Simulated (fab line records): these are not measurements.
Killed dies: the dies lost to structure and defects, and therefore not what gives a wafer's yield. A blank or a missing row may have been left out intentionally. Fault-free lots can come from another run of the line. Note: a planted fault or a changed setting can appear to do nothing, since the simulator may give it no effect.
fab line records	flow sfq-line
[record] lots = 6	wafers = 17	last-day = 92
route steps=325 shown L0@8 L0V@16
lots that met no fault: taken from a fault-free run of the same line
start-h: the number of hours between the record's first day and the start of the first shown wafer of the lot	wait-h: how many hours have passed since the lot's step before this one	" same as the row above	L1.1+2: several wafers, shown together as one row	- no value present, or no start provided	* or withheld: withheld	< > ~ a bound
route shown NAME@n: a module of which the file shows steps, and the number in the route of the first	usual: average and standard deviation across the fault-free wafers	same: alike in all rows	chamber/n: place in a boat	sites: the reading at each site	_std_site: standard deviation of those values	_edge_site: the outer-site mean with the inner-site mean subtracted	radius-mm: for every site, how far away it sits from the centre of the wafer	mask NAME#n: copy n	behind: tool/chamber where the wafer was last shaped	hold: the reason the lot was held/the length of the hold in hours/how it ended	device: the n, p or np transistor that did not switch	end of line: the route-end tests of the same wafers	a step with no rows: only its recipe	killed: dies lost to structure and defects at the first sort, not the wafer's yield	map: per-die view of a wafer (x killed, . not killed, _ where there is no die)
set.NAME: the setting the step ran with; set.NAME@STEP: the setting that earlier step ran with	model.NAME: the simulator's own value behind a step, which no gauge read
a table for each step, a row for each wafer; lots at some steps of the route
services: from which hour (start-h, from the record's first day; less than 0 if before it) a tool's chamber was out of use, for how many hours, and why
[[steps]]
[step SFQ_TRILAYER_L0_LITHO_SOFTBAKE_009]
[recipe] temp-c = withheld	time-s = withheld	resist = KrF
[step SFQ_TRILAYER_L0_LITHO_EXPOSE_006]
[recipe] mask-id = L0	na = 0.6	source-shape = conventional	sigma-outer = 0.65	target-cd-nm = 2000	dose-mj = 14.4
[step SFQ_TRILAYER_L0_LITHO_PEB_008]
[recipe] peb-temp-c = 115	peb-time-s = 60	resist = KrF
[step SFQ_TRILAYER_L0_LITHO_DEVELOP_007]
[recipe] time-s = 60	resist = KrF
[step SFQ_TRILAYER_L0_BARC_OPEN_METAL_ETCH_010]
[recipe] mask-material = PR	chemistry = O2	target-depth-nm = 125	target = BARC	icp-w = 600	bias-w = 80	pressure-mtorr = 10	time-s = 41.7
[usual] drypump-motor-current-A = 5.8/0.35	he-backside-leak-sccm = 3.44/0.22	oes-product-au = 0.685/0.0049
lot.wafer	tool	chamber	start-h	wait-h	drypump-motor-current-A	he-backside-leak-sccm	oes-product-au	rf-hours-counter-h
L303.1	rie-metal-04	1	66.58	0.1	6.2	3.32	0.676	118
L303.3	"	0	"	"	5.8	3.42	0.682	-
L303.4	"	1	"	"	6.2	3.21	0.681	-
L305.1	rie-metal-04	0	68.98	0.1	5.8	3.21	0.688	153
L305.2	"	1	"	"	6.2	3.48	0.686	118
L305.5	"	0	"	"	5.8	3.36	0.686	-
L312.1	rie-metal-02	0	92.53	0.1	5.5	3.41	0.685	94
L312.2	"	1	"	"	6.3	3.42	0.688	172
L314.2	rie-metal-04	1	107.21	0.1	6.1	3.51	0.694	125
L314.4	"	1	"	"	6.2	3.34	0.682	-
L314.5	"	1	"	"	6.2	3.41	0.684	-
L324.1	rie-metal-04	0	157.71	0.1	5.8	3.30	0.684	170
L324.2	"	1	"	"	6.2	3.53	0.683	136
L324.6	"	1	"	"	6.2	3.30	0.693	-
L325.1	rie-metal-02	1	164.71	0.1	6.3	3.58	0.677	186
L325.4	"	0	"	"	5.5	3.47	0.686	-
L325.6	"	0	"	"	5.5	3.44	0.682	-
[step SFQ_TRILAYER_L0_ETCH_METAL_ETCH_008]
[recipe] target = MoNx_KI	stop-on = SiO2	mask-material = PR	chemistry = SF6/O2	target-depth-nm = 50	icp-w = 600	bias-w = 80	pressure-mtorr = 10	time-s = 25
[usual] drypump-motor-current-A = 5.8/0.35	he-backside-leak-sccm = 3.45/0.27	oes-product-au = 0.873/0.0061
lot.wafer	tool	chamber	start-h	wait-h	drypump-motor-current-A	he-backside-leak-sccm	oes-product-au	rf-hours-counter-h
L303.1	rie-metal-04	1	66.64	0.0	6.1	3.13	0.886	118
L303.3	"	0	"	"	5.8	3.28	0.879	-
L303.4	"	1	"	"	6.1	3.22	0.885	-
L305.1	rie-metal-04	0	69.04	0.0	5.8	3.22	0.884	154
L305.2	"	1	"	"	6.2	3.59	0.870	118
L305.5	"	0	"	"	5.8	3.33	0.873	-
L312.1	rie-metal-02	0	92.59	0.0	5.5	3.31	0.869	94
L312.2	"	1	"	"	6.3	3.59	0.876	172
L314.2	rie-metal-04	1	107.27	0.0	6.1	3.40	0.875	125
L314.4	"	1	"	"	6.2	3.20	0.880	-
L314.5	"	1	"	"	6.1	3.34	0.883	-
L324.1	rie-metal-04	0	157.77	0.0	5.8	3.42	0.878	170
L324.2	"	1	"	"	6.1	3.40	0.877	136
L324.6	"	1	"	"	6.2	3.20	0.868	-
L325.1	rie-metal-02	1	164.77	0.0	6.3	3.40	0.870	186
L325.4	"	0	"	"	5.5	3.56	0.864	-
L325.6	"	0	"	"	5.5	3.58	0.864	-
[step SFQ_TRILAYER_L0_STRIP_STRIP_009]
[recipe] gas = O2	power-w = 200	platen-temp-c = 40	overash-fraction = 0.65	chemistry = O2	pressure-mtorr = 50
[usual] drypump-motor-current-A = 5.8/0.35	he-backside-leak-sccm = 3.5/0.38	oes-product-au = 0.997/0.0079
lot.wafer	tool	chamber	start-h	wait-h	drypump-motor-current-A	he-backside-leak-sccm	oes-product-au	rf-hours-counter-h
L303.1	rie-metal-04	1	66.69	0.0	6.2	3.2	0.991	118
L303.3	"	0	"	"	5.8	3.2	1.002	-
L303.4	"	1	"	"	6.2	3.3	0.991	-
L305.1	rie-metal-04	0	69.09	0.0	5.8	3.4	1.001	154
L305.2	"	1	"	"	6.1	3.2	0.994	118
L305.5	"	0	"	"	5.8	3.3	1.000	-
L312.1	rie-metal-02	0	92.64	0.0	5.5	3.3	0.992	94
L312.2	"	1	"	"	6.3	3.5	1.001	172
L314.2	rie-metal-04	1	107.32	0.0	6.2	3.3	0.989	125
L314.4	"	1	"	"	6.2	3.3	0.983	-
L314.5	"	1	"	"	6.2	3.4	0.992	-
L324.1	rie-metal-04	0	157.82	0.0	5.8	3.3	1.000	170
L324.2	"	1	"	"	6.1	3.3	0.991	136
L324.6	"	1	"	"	6.1	3.4	0.986	-
L325.1	rie-metal-02	1	164.82	0.0	6.3	3.5	1.002	186
L325.4	"	0	"	"	5.5	3.3	0.998	-
L325.6	"	0	"	"	5.5	3.3	0.984	-
[step SFQ_TRILAYER_L0_STRIP_SOLV_CLEAN_010]
[recipe] chemistry = NMP	temp-c = 70	time-s = 600
[step SFQ_TRILAYER_L0_CAP_PECVD_011]
[recipe] material = SiO2	temp-c = 150	time-s = 13.333	pressure-torr = 2.4	rf-w = 183.3	precursor = SiH4/N2O	target-thk-nm = 60
[usual] heater-power-w = 87/21	throttle-valve-pct = 24.0/1.5
lot.wafer	tool	chamber	start-h	wait-h	heater-power-w	throttle-valve-pct
L303.1	pecvd-01	0	67.46	0.0	77	22.1
L303.3	"	1	"	"	110	22.5
L303.4	"	1	"	"	111	22.5
L305.1	pecvd-04	2	69.86	0.0	88	23.8
L305.2	"	1	"	"	54	27.1
L305.5	"	2	"	"	90	23.8
L312.1	pecvd-04	0	93.41	0.0	71	24.4
L312.2	"	2	"	"	95	23.7
L314.2	pecvd-04	2	108.09	0.0	87	23.8
L314.4	"	1	"	"	48	27.1
L314.5	"	0	"	"	69	24.4
L324.1	pecvd-01	1	158.59	0.0	127	22.9
L324.2	"	2	"	"	92	23.4
L324.6	"	0	"	"	75	22.5
L325.1	pecvd-04	1	165.59	0.0	49	27.0
L325.4	"	1	"	"	47	27.2
L325.6	"	0	"	"	65	24.5
[step SFQ_TRILAYER_L0_VIA_LITHO_COAT_018]
[recipe] resist = BARC	spin-rpm = 3000	resist-thk-nm = 62
[step SFQ_TRILAYER_L0_VIA_LITHO_COAT_013]
[recipe] resist = KrF	spin-rpm = 3000	resist-thk-nm = 650
[step SFQ_TRILAYER_L0_VIA_LITHO_SOFTBAKE_017]
[recipe] temp-c = withheld	time-s = withheld	resist = KrF
[step SFQ_TRILAYER_L0_VIA_LITHO_EXPOSE_014]
[recipe] mask-id = L0V	na = 0.6	source-shape = conventional	sigma-outer = 0.65	target-cd-nm = 700	dose-mj = 21.3
[usual] stage-vel-mm-s = 499.99/0.25
lot.wafer	tool	chamber	start-h	wait-h	mask	stage-vel-mm-s
L303.1	krf-scanner-02	0	94.63	-	L0V#0	500.32
L303.3	"	0	"	"	L0V#0	500.07
L303.4	"	0	"	"	L0V#0	500.00
L305.1	krf-scanner-02	0	103.31	-	L0V#0	499.73
L305.2	"	0	"	"	L0V#0	499.99
L305.5	"	0	"	"	L0V#0	499.67
L312.1	krf-scanner-02	0	127.41	-	L0V#0	499.93
L312.2	"	0	"	"	L0V#0	500.03
L314.2	krf-scanner-02	0	142.01	-	L0V#0	499.86
L314.4	"	0	"	"	L0V#0	499.88
L314.5	"	0	"	"	L0V#0	499.68
L324.1	krf-scanner-02	0	204.96	-	L0V#0	499.64
L324.2	"	0	"	"	L0V#0	499.87
L324.6	"	0	"	"	L0V#0	500.11
L325.1	krf-scanner-02	0	209.31	-	L0V#0	499.73
L325.4	"	0	"	"	L0V#0	500.00
L325.6	"	0	"	"	L0V#0	499.66
[step SFQ_TRILAYER_L0_VIA_LITHO_PEB_016]
[recipe] peb-temp-c = 115	peb-time-s = 60	resist = KrF
[step SFQ_TRILAYER_L0_VIA_LITHO_DEVELOP_015]
[recipe] time-s = 60	resist = KrF
[step SFQ_L0V_OVL_MEAS_903]
[usual] L0V_OVL = -1/6.7
lot.wafer	tool	chamber	start-h	wait-h	L0V_OVL[nm]
L303.1	overlay-01	-	96.13	0.1	-4
L303.3	"	-	"	"	-2
L303.4	"	-	"	"	-6
L305.1	overlay-01	-	104.81	0.1	-8
L305.2	"	-	"	"	-7
L305.5	"	-	"	"	-12
L312.1	overlay-01	-	128.91	0.1	-2
L312.2	"	-	"	"	-3
L314.2	overlay-02	-	143.32	0.1	4
L314.4	"	-	"	"	3
L314.5	"	-	"	"	5
L324.1	overlay-02	-	206.46	0.1	3
L324.2	"	-	"	"	9
L324.6	"	-	"	"	3
L325.1	overlay-01	-	210.81	0.1	-7
L325.4	"	-	"	"	-6
L325.6	"	-	"	"	-2
[step SFQ_TRILAYER_L0_VIA_BARC_OPEN_VIA_ETCH_021]
[recipe] mask-material = PR	chemistry = O2	target-depth-nm = 125	target = BARC	source-w = 500	bias-w = 80	pressure-mtorr = 30	time-s = 41.7
[usual] drypump-motor-current-A = 5.8/0.34	oes-product-au = 0.685/0.0045
lot.wafer	tool	chamber	start-h	wait-h	drypump-motor-current-A	oes-product-au	rf-hours-counter-h	model.L0V.cd-nm
L303.1	rie-diel-03	1	96.17	0.0	6.5	0.685	119	701.9
L303.3	"	2	"	"	5.9	0.690	165	701.5
L303.4	"	0	"	"	5.3	0.680	145	701
L305.1	rie-diel-03	1	104.85	0.0	6.5	0.678	119	699.9
L305.2	"	0	"	"	5.4	0.683	146	699.3
L305.5	"	3	"	"	5.6	0.685	-	699.3
L312.1	rie-diel-02	2	128.95	0.0	6.0	0.681	32	733.2
L312.2	"	3	"	"	5.6	0.685	1	700.7
L314.2	rie-diel-02	2	143.35	0.0	6.0	0.688	32	700.6
L314.4	"	1	"	"	5.6	0.682	11	732.7
L314.5	"	2	"	"	6.1	0.683	-	699.9
L324.1	rie-diel-02	1	206.49	0.0	5.6	0.681	12	700.9
L324.2	"	0	"	"	5.6	0.685	2	700.1
L324.6	"	0	"	"	5.6	0.699	-	698.3
L325.1	rie-diel-04	0	210.84	0.0	5.9	0.682	141	702.3
L325.4	"	3	"	"	5.6	0.683	109	702.2
L325.6	"	0	"	"	5.9	0.681	-	701.6
[step SFQ_TRILAYER_L0_VIA_ETCH_VIA_ETCH_016]
[recipe] target = SiO2	stop-on = MoNx_KI	mask-material = PR	chemistry = CHF3	target-depth-nm = 80	source-w = 500	bias-w = 80	pressure-mtorr = 30	time-s = withheld
[usual] drypump-motor-current-A = 5.8/0.34	oes-product-au = 0.843/0.007
lot.wafer	tool	chamber	start-h	wait-h	drypump-motor-current-A	oes-product-au	model.L0V.cd-nm
L303.1	rie-diel-03	1	96.21	0.0	6.5	0.832	701.6
L303.3	"	2	"	"	5.9	0.831	701.8
L303.4	"	0	"	"	5.3	0.843	700.8
L305.1	rie-diel-03	1	104.89	0.0	6.6	0.839	699.4
L305.2	"	0	"	"	5.3	0.839	698.6
L305.5	"	3	"	"	5.6	0.842	698.6
L312.1	rie-diel-02	2	128.99	0.0	6.0	0.837	733.9
L312.2	"	3	"	"	5.6	0.842	700.1
L314.2	rie-diel-02	2	143.39	0.0	6.1	0.837	701.3
L314.4	"	1	"	"	5.6	0.840	732.7
L314.5	"	2	"	"	6.1	0.845	700.6
L324.1	rie-diel-02	1	206.53	0.0	5.6	0.830	700.9
L324.2	"	0	"	"	5.6	0.839	700.7
L324.6	"	0	"	"	5.6	0.847	698.7
L325.1	rie-diel-04	0	210.88	0.0	5.9	0.831	702.7
L325.4	"	3	"	"	5.6	0.849	702.4
L325.6	"	0	"	"	5.9	0.837	702.1
[step SFQ_TRILAYER_L0_VIA_STRIP_STRIP_017]
[recipe] gas = O2	power-w = 200	platen-temp-c = 40	overash-fraction = 0.65	chemistry = O2	pressure-mtorr = 50
[usual] drypump-motor-current-A = 5.75/0.28	he-backside-leak-sccm = 3.7/0.38	oes-product-au = 0.996/0.0078
lot.wafer	tool	chamber	start-h	wait-h	drypump-motor-current-A	he-backside-leak-sccm	oes-product-au	rf-hours-counter-h
L303.1	rie-metal-01	0	96.25	-	5.52	3.1	0.997	11
L303.3	"	0	"	"	5.52	3.1	1.002	-
L303.4	"	1	"	"	5.44	3.9	0.993	-
L305.1	rie-metal-03	1	104.94	-	5.72	3.7	1.004	136
L305.2	"	0	"	"	5.91	4.0	0.993	196
L305.5	"	1	"	"	5.73	3.5	0.994	-
L312.1	rie-metal-03	1	129.04	-	5.75	7.0	0.994	141
L312.2	"	1	"	"	5.76	3.8	0.995	-
L314.2	rie-metal-01	0	143.44	-	5.52	3.2	1.003	18
L314.4	"	1	"	"	5.44	3.9	0.990	-
L314.5	"	1	"	"	5.44	3.9	0.991	-
L324.1	rie-metal-02	0	206.58	-	5.47	3.5	0.998	116
L324.2	"	1	"	"	6.29	3.3	1.007	194
L324.6	"	0	"	"	5.48	3.4	0.986	-
L325.1	rie-metal-03	0	210.93	-	5.91	3.6	0.986	12
L325.4	"	1	"	"	5.75	3.8	1.004	-
L325.6	"	0	"	"	5.93	3.5	0.995	-
[[services]]
tool	chamber	start-h	hours	kind
rie-diel-02	0	59.69	2.9	repair
rie-metal-02	-	74.25	1.4	pm
krf-scanner-02	-	77.08	0.8	pm
rie-metal-04	-	82.32	2.8	pm
pecvd-04	-	86.10	1.1	repair
rie-diel-04	3	95.21	13.0	repair
krf-scanner-02	-	106.91	1.3	pm
rie-metal-03	-	107.02	0.4	repair
rie-metal-01	0	113.52	6.9	repair
rie-diel-03	0	118.95	10.3	repair
rie-diel-02	1	120.78	6.7	repair
rie-metal-04	0	128.13	6.3	repair
rie-metal-04	-	139.01	0.4	repair
krf-scanner-02	-	158.61	1.0	pm
krf-scanner-02	-	167.66	0.5	repair
rie-metal-01	-	170.67	14.6	pm
rie-diel-02	3	171.54	5.0	repair
rie-metal-02	-	176.28	0.6	repair
rie-diel-02	1	186.74	7.9	repair
krf-scanner-02	-	193.38	4.4	pm
krf-scanner-02	-	198.96	6.0	pm
rie-metal-01	-	207.77	0.4	repair
rie-metal-04	0	208.05	-	clean
rie-metal-04	0	208.05	35.7	scheduled-down
[[key]]
first-sign none at tools or gauges
[model-effect] step = SFQ_TRILAYER_L0_VIA_BARC_OPEN_VIA_ETCH_021	value = L0V.cd-nm	without = 699.8	struck = 733
[model-effect] step = SFQ_TRILAYER_L0_VIA_ETCH_VIA_ETCH_016	value = L0V.cd-nm	without = 700.2	struck = 733.3
met-at SFQ_TRILAYER_L0_VIA_LITHO_EXPOSE_014
struck-wafers L312.1,L314.4
onset-between 103.31 127.41
[fault] kind = process-parameter-drift	tool = krf-scanner-02	chamber = -	onset-h = 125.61	steps = SFQ_TRILAYER_L0_VIA_LITHO_EXPOSE_014	channel = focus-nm	offset = 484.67	shape = step	end-h = 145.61	scope = struck-wafers-only
